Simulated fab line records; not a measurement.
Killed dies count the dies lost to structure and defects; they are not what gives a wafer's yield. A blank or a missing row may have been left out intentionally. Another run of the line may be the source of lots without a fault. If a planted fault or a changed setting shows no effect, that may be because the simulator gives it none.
Which tool did it? ; flow gf180mcu ; 12 lots with 36 wafers sampled at 5 steps, on a route of 602 steps

## WHAT THE GAUGES READ, wafer by wafer
GF_STI_THK_MEAS_02. Usual: STI_OXIDATION_THK 10.03 nm, standard deviation 0.15.
lot;measured;on;STI_OXIDATION_THK (nm);flag
L446;day 1 12:38;filmMetro-01;10.01 9.91 10.09;
L447;day 1 17:20;filmMetro-01;10.03 9.94 10.10;
L448;day 1 21:38;filmMetro-03;9.79 9.98 9.92;
L449;day 2 02:31;filmMetro-01;10.00 10.15 10.01;
L452;day 2 17:31;filmMetro-01;10.11 10.09 9.92;
L455;day 3 08:47;filmMetro-01;9.90 9.97 9.75;
L458;day 4 00:24;filmMetro-04;10.25 10.14 10.01;
L461;day 4 14:31;filmMetro-03;10.33 10.44 10.17;
L462;day 4 19:32;filmMetro-04;10.28 10.19 10.21;
L465;day 5 10:43;filmMetro-01;10.18 10.17 10.27;
L468;day 6 01:35;filmMetro-03;10.25 10.25 9.95;
L469;day 6 06:31;filmMetro-01;10.06 10.09 9.87;

GF_NWELL_TW_MEAS_11. Usual: NWELL_TW 1578, standard deviation 13.
lot;measured;on;NWELL_TW;flag
L446;day 3 07:35;filmMetro-03;1585 1579 1585;
L447;day 3 12:50;filmMetro-03;1574 1576 1578;
L448;day 3 17:28;filmMetro-02;1557 1559 1552;
L449;day 4 00:46;filmMetro-02;1558 1557 1563;
L452;day 4 15:58;filmMetro-04;1768 1771 1767;OFF
L455;day 5 08:41;filmMetro-03;1758 1753 1762;OFF
L458;day 6 01:32;filmMetro-04;1598 1603 1597;
L461;day 6 17:24;filmMetro-02;1563 1561 1567;
L462;day 6 22:32;filmMetro-03;1602 1587 1595;
L465;day 7 14:53;filmMetro-02;1553 1555 1555;
L468;day 8 09:34;filmMetro-04;1588 1588 1585;
L469;day 8 15:44;filmMetro-02;1567 1565 1569;

GF_VT_IMPLANT_OVL_MEAS_18. Usual: VT_IMPLANT_01_OVL 0.2 nm, standard deviation 1.4.
lot;measured;on;VT_IMPLANT_01_OVL (nm);flag
L446;day 6 04:52;overlay-01;0.1 0.3 0.6;
L447;day 6 10:53;overlay-02;-2.5 -2.7 0.0;
L448;day 6 17:16;overlay-01;2.5 -0.5 0.3;
L449;day 7 04:07;overlay-02;0.3 -0.2 -1.4;
L452;day 7 19:19;overlay-01;-0.3 -0.2 0.7;
L455;day 8 14:14;overlay-01;1.0 2.7 1.6;
L458;day 9 09:13;overlay-01;-1.1 0.6 0.7;
L461;day 10 05:35;overlay-01;1.8 1.5 -0.1;
L462;day 10 10:17;overlay-01;2.7 3.9 0.9;
L465;day 11 04:56;overlay-01;0.7 0.9 -0.3;
L468;day 12 03:14;overlay-02;-0.3 -1.6 -0.7;
L469;day 12 09:55;overlay-02;-1.2 0.5 -0.6;

GF_VT_IMPLANT_RS_MEAS_47: measurement is done with a four-point probe. Usual: NWELL_RS 487.9 ohm/sq, standard deviation 1.1.
lot;measured;on;NWELL_RS (ohm/sq);flag
L446;day 7 12:55;filmMetro-04;486.2 487.1 486.9;
L447;day 7 19:16;filmMetro-04;486.5 487.6 487.4;
L448;day 8 00:57;filmMetro-03;486.7 488.7 488.0;
L449;day 8 14:12;filmMetro-02;489.0 486.5 488.6;
L452;day 9 04:30;filmMetro-04;398.7 399.2 398.5;OFF
L455;day 10 00:02;filmMetro-03;400.3 399.7 401.1;OFF
L458;day 10 22:13;filmMetro-02;489.9 489.3 489.1;
L461;day 11 18:08;filmMetro-04;490.1 488.6 489.1;
L462;day 11 23:41;filmMetro-04;486.9 486.6 487.3;
L465;day 12 19:46;filmMetro-03;489.1 487.6 487.9;
L468;day 13 19:56;filmMetro-02;488.1 487.6 486.8;
L469;day 14 03:09;filmMetro-03;488.8 489.9 489.2;

## WHICH TOOL RAN EACH LOT (tool, then ch and the chambers of the sampled wafers, then the start)
lot;GF_NWELL_IMPLANT_08
L446;implanter-03 ch 0, day 3 07:11
L447;implanter-01 ch 0, day 3 12:26
L448;implanter-03 ch 0, day 3 17:04
L449;implanter-01 ch 0, day 4 00:22
L452;implanter-01 ch 0, day 4 15:34
L455;implanter-01 ch 0, day 5 08:19
L458;implanter-02 ch 0, day 6 01:08
L461;implanter-02 ch 0, day 6 17:00
L462;implanter-02 ch 0, day 6 22:10
L465;implanter-03 ch 0, day 7 14:30
L468;implanter-01 ch 0, day 8 09:10
L469;implanter-01 ch 0, day 8 15:21
- GF_NWELL_IMPLANT_08

## WHAT THE TOOLS THEMSELVES READ (means of the sampled wafers that have a number; where no wafer has one, the mark that the record gives instead)
GF_NWELL_IMPLANT_08. Usual: doseIonsCm2 1.4999e+13, standard deviation 1.7e+10; faradayCurrentUA 84.3, standard deviation 1.7.
lot;tool;doseIonsCm2;faradayCurrentUA;flag
L446;implanter-03;1.5012e+13;84.1;
L447;implanter-01;1.4977e+13;86.0;
L448;implanter-03;1.5002e+13;83.1;
L449;implanter-01;1.5007e+13;85.8;
L452;implanter-01;2.2109e+13;123.1;OFF
L455;implanter-01;2.2104e+13;122.3;OFF
L458;implanter-02;1.4998e+13;84.8;
L461;implanter-02;1.5020e+13;83.7;
L462;implanter-02;1.4998e+13;83.3;
L465;implanter-03;1.4992e+13;84.8;
L468;implanter-01;1.5002e+13;84.1;
L469;implanter-01;1.5012e+13;84.5;

## THE ANSWER, worked out from the rows above alone
Rule: lot off if the mean of its wafers having a number is beyond 3 standard deviations from the usual mean. A lot without any number at a reading at which 4 lots or more have one is off too. The other lots that the step has rows for count as sound. Order of review: gauges by route order, followed by the tools' own readings, for which a lot's mean as printed above is used. At the first step where some lot is off, the reading lying furthest off is the one used; lots without a number count as furthest.
Off: at GF_NWELL_TW_MEAS_11 (NWELL_TW), L452, L455.
If a tool, at a process step before that reading, ran all the lots that are off and no sound lot after the first of them, it fits. The gauges at GF_NWELL_TW_MEAS_11 aren't tried: what is off there is off at GF_NWELL_IMPLANT_08 too, on other tools, and a gauge's error can't cause that. None of those tried fits.

## WHAT WAS PUT IN BY THE SIMULATOR
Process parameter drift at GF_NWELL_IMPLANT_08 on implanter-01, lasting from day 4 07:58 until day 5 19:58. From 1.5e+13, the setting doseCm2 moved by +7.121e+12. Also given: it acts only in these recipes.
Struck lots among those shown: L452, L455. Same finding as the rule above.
